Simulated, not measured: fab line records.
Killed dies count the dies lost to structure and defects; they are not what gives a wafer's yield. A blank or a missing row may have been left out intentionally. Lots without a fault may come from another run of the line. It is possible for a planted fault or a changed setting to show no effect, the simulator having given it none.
Which tool did it? -- flow gf180mcu -- 7 lots, 21 wafers sampled, at 4 steps of a route of 602

## WHAT THE GAUGES SHOWED, per wafer
GF_LVPWELL_TW_MEAS_11.
lot,measured,on,LVPWELL_TW
L351,day 4 14:40,film_metro-03,542 540 542
L353,day 5 04:03,film_metro-01,560 563 564
L355,day 5 13:08,film_metro-03,546 547 551
L357,day 5 20:35,film_metro-01,30 30 30
L366,day 8 04:17,film_metro-02,564 565 565
L368,day 8 15:37,film_metro-01,563 561 562
L370,day 9 02:59,film_metro-03,545 545 548

## EACH LOT AND THE TOOL THAT RAN IT (in order: tool; ch and the chambers of the sampled wafers; start)
lot,GF_STI_STRIP_15,GF_NWELL_STRIP_10,GF_LVPWELL_STRIP_10
L351,"plasma_asher-02 ch 0,1, day 2 18:23","plasma_asher-02 ch 0,1, day 4 01:38","plasma_asher-01 ch 0, day 4 14:34"
L353,"plasma_asher-03 ch 0,1, day 3 04:28","plasma_asher-04 ch 0,1, day 4 13:48","plasma_asher-04 ch 0,1, day 5 03:57"
L355,"plasma_asher-02 ch 0,1, day 3 13:17","plasma_asher-01 ch 0,1, day 4 22:53","plasma_asher-03 ch 0,1, day 5 13:01"
L357,"plasma_asher-02 ch 0,1, day 3 22:07","plasma_asher-04 ch 0,1, day 5 05:58","plasma_asher-04 ch 0,1, day 5 20:30"
L366,"plasma_asher-03 ch 1, day 5 22:14","plasma_asher-01 ch 1, day 7 10:53","plasma_asher-01 ch 0, day 8 04:10"
L368,"plasma_asher-04 ch 0,1, day 6 07:58","plasma_asher-01 ch 0,1, day 7 21:38","plasma_asher-01 ch 0,1, day 8 15:32"
L370,"plasma_asher-03 ch 0,1, day 6 19:07","plasma_asher-01 ch 0,1, day 8 08:41","plasma_asher-01 ch 0,1, day 9 02:53"
- GF_STI_STRIP_15: strips in O2/N2.
- GF_NWELL_STRIP_10: strips in O2/N2.
- GF_LVPWELL_STRIP_10: strips in O2/N2.

## THE ANSWER, worked out from the rows above alone
Rule: what is usual is taken from the lots themselves. The widest of any qualifying gaps counts: lots, ordered by their means at a reading, are off when they make up no more than a third of the lots, leave a main group of 4 or more, and stand apart from it by 3 or more times the standard deviation of that group's means. A main group is skipped when, at the precision printed for the reading in the tables above, its means are all equal. Also off: a lot with no number at a reading for which 4 or more lots have one. The other lots that the step has rows for count as sound.
Off: at GF_LVPWELL_TW_MEAS_11 (LVPWELL_TW), L357. Mean 554 and standard deviation 9.2 in the main group.
If a tool, at a process step before that reading, ran all the lots that are off and no sound lot after the first of them, it fits. The gauges at GF_LVPWELL_TW_MEAS_11 are tried like those tools. Undecided on this evidence; 2 tools fit (plasma_asher-02 at GF_STI_STRIP_15, plasma_asher-04 at GF_NWELL_STRIP_10 and GF_LVPWELL_STRIP_10).

## WHAT HAD BEEN PUT IN BY THE SIMULATOR
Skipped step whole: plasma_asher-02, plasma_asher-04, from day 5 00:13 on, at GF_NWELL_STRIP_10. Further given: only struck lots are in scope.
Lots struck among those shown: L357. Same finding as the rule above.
